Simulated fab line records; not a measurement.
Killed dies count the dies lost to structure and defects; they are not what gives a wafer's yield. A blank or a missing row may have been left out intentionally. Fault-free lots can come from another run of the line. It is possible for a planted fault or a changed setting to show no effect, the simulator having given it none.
What tool caused it? + flow sky130 + 36 wafers from 12 lots sampled at 4 of the route's 708 steps

## WHAT THE GAUGES SHOWED, per wafer
SKY_METAL1_THK_MEAS_06: measures by xrf.
| lot  | measured     | on            | METAL1_ALCU_THK (nm) |
|------|--------------|---------------|----------------------|
| L127 | day 31 06:34 | film-metro-02 | 252.4 250.0 253.8    |
| L132 | day 33 13:20 | film-metro-02 | 248.7 247.6 248.0    |
| L133 | day 33 18:32 | film-metro-02 | 250.6 251.4 250.3    |
| L135 | day 34 01:14 | film-metro-01 | 251.9 251.0 248.4    |
| L136 | day 34 09:33 | film-metro-01 | 251.2 251.6 251.6    |
| L137 | day 34 22:56 | film-metro-02 | 250.0 249.6 252.2    |
| L138 | day 35 11:39 | film-metro-03 | 252.5 253.3 250.5    |
| L139 | day 36 00:04 | film-metro-01 | 239.6 253.1 241.0    |
| L140 | day 36 03:17 | film-metro-02 | 253.9 242.3 249.7    |
| L148 | day 38 06:08 | film-metro-01 | 249.7 250.9 250.0    |
| L147 | day 38 08:10 | film-metro-01 | 249.4 251.6 251.8    |
| L149 | day 38 12:57 | film-metro-03 | 249.4 249.1 250.9    |

## EACH LOT AND THE TOOL THAT RAN IT (in order: tool; ch and the chambers of the sampled wafers; start)
| lot  | SKY_CONTACT_CVD_00              | SKY_CONTACT_SPUTTER_23       | SKY_METAL1_SPUTTER_04        |
|------|---------------------------------|------------------------------|------------------------------|
| L127 | pecvd-01 ch 0,1,2, day 29 23:46 | pvd-sputter-01, day 31 05:39 | pvd-sputter-02, day 31 06:23 |
| L132 | pecvd-02 ch 0,2, day 32 07:56   | pvd-sputter-04, day 33 12:25 | pvd-sputter-01, day 33 13:09 |
| L133 | pecvd-01 ch 0,1, day 32 13:09   | pvd-sputter-01, day 33 17:31 | pvd-sputter-02, day 33 18:22 |
| L135 | pecvd-01 ch 0,1,2, day 32 20:10 | pvd-sputter-01, day 34 00:19 | pvd-sputter-02, day 34 01:04 |
| L136 | pecvd-02 ch 0,1, day 33 05:07   | pvd-sputter-04, day 34 08:38 | pvd-sputter-04, day 34 09:23 |
| L137 | pecvd-02 ch 0,1,2, day 33 18:05 | pvd-sputter-04, day 34 21:55 | pvd-sputter-04, day 34 22:46 |
| L138 | pecvd-04 ch 0,1, day 34 06:47   | pvd-sputter-01, day 35 10:44 | pvd-sputter-02, day 35 11:29 |
| L139 | pecvd-02 ch 0,1,2, day 34 19:57 | pvd-sputter-04, day 35 23:07 | pvd-sputter-02, day 35 23:52 |
| L140 | pecvd-04 ch 0,1,2, day 34 22:55 | pvd-sputter-01, day 36 02:22 | pvd-sputter-02, day 36 03:07 |
| L148 | pecvd-01 ch 0,1, day 37 01:01   | pvd-sputter-03, day 38 05:13 | pvd-sputter-01, day 38 05:57 |
| L147 | pecvd-04 ch 0,1,2, day 37 03:43 | pvd-sputter-04, day 38 07:14 | pvd-sputter-01, day 38 07:59 |
| L149 | pecvd-04 ch 0,1,2, day 37 08:10 | pvd-sputter-03, day 38 12:02 | pvd-sputter-01, day 38 12:47 |
- SKY_CONTACT_CVD_00: deposits Si3N4, target thk 75 nm.
- SKY_CONTACT_SPUTTER_23: material TiN, target thk 20 nm, time 80 s.
- SKY_METAL1_SPUTTER_04: material TiN, target thk 70 nm, time 58.3 s.

## WHAT THE TOOLS THEMSELVES READ (means of the sampled wafers that have a number; where no wafer has one, the mark that the record gives instead)
SKY_CONTACT_CVD_00.
| lot  | tool     | heater-power-w (W) |
|------|----------|--------------------|
| L127 | pecvd-01 | 854                |
| L132 | pecvd-02 | 677                |
| L133 | pecvd-01 | 866                |
| L135 | pecvd-01 | 785                |
| L136 | pecvd-02 | 772                |
| L137 | pecvd-02 | 729                |
| L138 | pecvd-04 | 778                |
| L139 | pecvd-02 | 684                |
| L140 | pecvd-04 | 795                |
| L148 | pecvd-01 | 813                |
| L147 | pecvd-04 | 761                |
| L149 | pecvd-04 | 758                |

SKY_CONTACT_SPUTTER_23.
| lot  | tool           | throttle-valve-pct (%) |
|------|----------------|------------------------|
| L127 | pvd-sputter-01 | 30.1                   |
| L132 | pvd-sputter-04 | 31.3                   |
| L133 | pvd-sputter-01 | 30.0                   |
| L135 | pvd-sputter-01 | 30.3                   |
| L136 | pvd-sputter-04 | 30.9                   |
| L137 | pvd-sputter-04 | 31.0                   |
| L138 | pvd-sputter-01 | 30.2                   |
| L139 | pvd-sputter-04 | 31.0                   |
| L140 | pvd-sputter-01 | 30.4                   |
| L148 | pvd-sputter-03 | 30.2                   |
| L147 | pvd-sputter-04 | 31.6                   |
| L149 | pvd-sputter-03 | 29.4                   |

SKY_METAL1_SPUTTER_04.
| lot  | tool           | throttle-valve-pct (%) |
|------|----------------|------------------------|
| L127 | pvd-sputter-02 | 29.9                   |
| L132 | pvd-sputter-01 | 30.0                   |
| L133 | pvd-sputter-02 | 30.2                   |
| L135 | pvd-sputter-02 | 30.8                   |
| L136 | pvd-sputter-04 | 31.3                   |
| L137 | pvd-sputter-04 | 30.6                   |
| L138 | pvd-sputter-02 | 29.2                   |
| L139 | pvd-sputter-02 | 29.5                   |
| L140 | pvd-sputter-02 | 29.8                   |
| L148 | pvd-sputter-01 | 30.5                   |
| L147 | pvd-sputter-01 | 30.3                   |
| L149 | pvd-sputter-01 | 30.6                   |

## THE ANSWER, worked out from the rows above alone
Rule: usual is defined by the lots themselves. The widest of any qualifying gaps counts: lots, ordered by their means at a reading, are off when they make up no more than a third of the lots, leave a main group of 4 or more, and stand apart from it by 3 or more times the standard deviation of that group's means. The tables above print the reading to a certain number of digits; a main group whose means all agree to those digits is not used. Also off: a lot with no number at a reading for which 4 or more lots have one. Where the step has rows for the other lots, those lots are counted as sound. First the gauges in route order, then the tools' own readings, where a lot's mean is used as printed above. The first step at which some lot is off is used, and at that step the reading that is off furthest; a lot without a number counts as furthest.
None of the lots is off at any reading shown; this tells nothing.

## WHAT HAD BEEN PUT IN BY THE SIMULATOR
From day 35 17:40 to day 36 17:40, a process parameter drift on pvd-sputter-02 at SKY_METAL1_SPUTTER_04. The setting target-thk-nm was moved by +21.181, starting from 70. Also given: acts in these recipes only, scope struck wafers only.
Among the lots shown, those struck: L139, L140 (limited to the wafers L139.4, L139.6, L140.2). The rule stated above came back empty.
